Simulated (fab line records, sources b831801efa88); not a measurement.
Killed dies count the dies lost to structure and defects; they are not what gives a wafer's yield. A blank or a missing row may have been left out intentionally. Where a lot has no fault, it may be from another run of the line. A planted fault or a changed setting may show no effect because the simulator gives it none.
Code-filled problem report in 8D (eight disciplines) form || flow sky130 || the parts of the form that need people (team, actions taken, sign-off) are left out

## 1. WHAT WENT WRONG
CONTACT_CVD_00_THK at SKY_CONTACT_THK_MEAS_01 reads a mean of 52.9 nm on 6 wafers of 2 lots; wafers without a fault read 74.8 nm with a standard deviation of 1.1. That puts it -20 standard deviations away from the usual mean.
The first sign was on wafer L780.4 at day 33 07:44, on film_metro-01. At this step, 42 wafers from 14 lots have a number in the record. Rule for "out" (also "out of limits"): further than 4 standard deviations from the usual mean. The rest of the wafers with a number are treated as sound.

## 2. WHAT IT IS, AND WHAT IT ISN'T
{"question": "which readings at this step", "is": "CONTACT_CVD_00_THK", "is not": "-"}
{"question": "which lots", "is": "L780, L782", "is not": "L772, L773, L774, L775, L776, L789, L790, L791, L792, L793, L794, L795"}
{"question": "which wafers of those lots", "is": "all that have a number", "is not": "-"}
{"question": "read on which gauges", "is": "film_metro-01, film_metro-03", "is not": "film_metro-02"}
{"question": "when", "is": "from day 33 07:44", "is not": "up to then (15 sound wafers); but 21 sound wafers of L789, L790, L791, L792, L793, L794, L795 came after"}

## 3. SUSPECTS, AND WHAT RULES EACH OUT
Counting: any tool at a process step up to the reading is kept as a suspect provided that every lot that is out went through it and no sound lot did after the first of them.
- the gauge at SKY_CONTACT_THK_MEAS_01 is ruled out. 2 gauges (film_metro-01, film_metro-03) read the wafers that are out.
- pecvd-04 at SKY_CONTACT_CVD_00 (deposits Si3N4, target thk 75 nm): ruled out as a lasting fault. Sound lots L794 ran on it after its first lot that is out, L780 (day 33 07:41).
Left after counting: nothing in the record.

## 4. THE CAUSE (what the simulator had put in)
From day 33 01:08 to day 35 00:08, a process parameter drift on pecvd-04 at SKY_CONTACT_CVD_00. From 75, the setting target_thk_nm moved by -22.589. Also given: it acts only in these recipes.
It was ruled out by counting, in error; the rule expects a fault to strike all lots run on its tool from its start on, and this fault did not.

## 5. THE CHAIN OF EFFECTS, in route order
Each row: a reading whose mean over the struck wafers that have a number lies more than 3 standard deviations from the usual. Readings are gone through only where the record gives a usual standard deviation; hours: the median, over the lots, of the time from a lot's start at the first step in this table giving one to that lot's start at this step; sigmas: the change measured in usual standard deviations.
{"hours": 0, "step": "SKY_CONTACT_THK_MEAS_01", "reading": "CONTACT_CVD_00_THK", "usual": "74.8 nm", "on struck wafers": 52.9, "change": -21.9, "sigmas": -20}
{"hours": "-", "step": "SKY_CONTACT_ETCH_18", "reading": "oes_product_au", "usual": "0.852 a.u.", "on struck wafers": 0.715, "change": -0.137, "sigmas": -16}
{"hours": "-", "step": "SKY_CONTACT_ETCH_18", "reading": "throttle_valve_pct", "usual": "8.792 %", "on struck wafers": 8.759, "change": -0.033, "sigmas": -3.7}
Here are the process steps it includes:
- SKY_CONTACT_ETCH_18: etches Si3N4 in CHF3/O2, stops on TiN, time 39 s, target depth 75 nm.

## 6. WHAT WOULD HAVE CAUGHT IT SOONER
7 hours passed between the start of the fault at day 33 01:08 and the first reading out of limits at a measuring or inspecting step in this record, taken at day 33 07:44.
Of the tool readings at SKY_CONTACT_CVD_00 for which the record gives a usual standard deviation, none was out on any struck wafer, so an alarm limit of 4 standard deviations on them would not have fired.
